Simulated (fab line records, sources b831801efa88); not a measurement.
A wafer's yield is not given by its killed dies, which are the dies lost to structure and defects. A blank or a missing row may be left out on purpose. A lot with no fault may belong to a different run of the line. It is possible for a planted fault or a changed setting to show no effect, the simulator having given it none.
Matching of chambers	flow gf180mcu	cmp-01 running GF_V2_CMP_26: 4 sister chambers
The step polishes, stops on SiO2, t overpolish 15 s, target thk 0 nm. 8 wafers are shown with their chamber, then 7 later ones without.

## EACH WAFER AND ITS CHAMBER
wafer	chamber	motor current A (A)	overpolish run s (s)
L811.2	2	12.1	14.989
L814.3	0	10.2	14.993
L814.5	0	10.5	14.997
L816.2	2	12.5	14.995
L816.3	1	11.3	14.990
L816.4	3	11.1	15.006
L817.3	3	10.7	15.009
L817.4	1	11.0	14.995

## WAFERS WITH NO CHAMBER GIVEN
wafer	motor current A (A)	overpolish run s (s)
L817.6	10.3	15.013
L829.1	12.5	15.005
L829.2	11.1	14.996
L829.3	10.7	14.993
L832.2	12.7	15.015
L832.3	10.5	14.994
L832.6	11.0	14.995

## THE CHAMBER EACH PASSED THROUGH
wafer	from the rows above	in truth
L817.6	3	3
L829.1	2	2
L829.2	can't be placed: 1 or 0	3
L829.3	can't be placed: 0 or 1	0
L832.2	can't be placed: 2 or 3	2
L832.3	can't be placed: 0 or 1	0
L832.6	can't be placed: 1 or 0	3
Correct placement for 2 of the 7. From these rows, 5 cannot be placed; in 3 the true chamber is one of the candidates. Placed wrongly: 0.
How it was worked out, from the rows above alone: a wafer's distance from a chamber is the root of the sum, over the readings, of the square of ((its reading less the chamber's mean) divided by the reading's scatter). The wafer belongs to the nearest chamber; if the next one is less than 2 further off, it can't be placed. The mean given for a chamber averages the wafers shown for that chamber. The scatter is the square root of a quotient: the sum, over the shown wafers, of each reading's squared deviation from its chamber's mean, divided by wafers minus chambers.
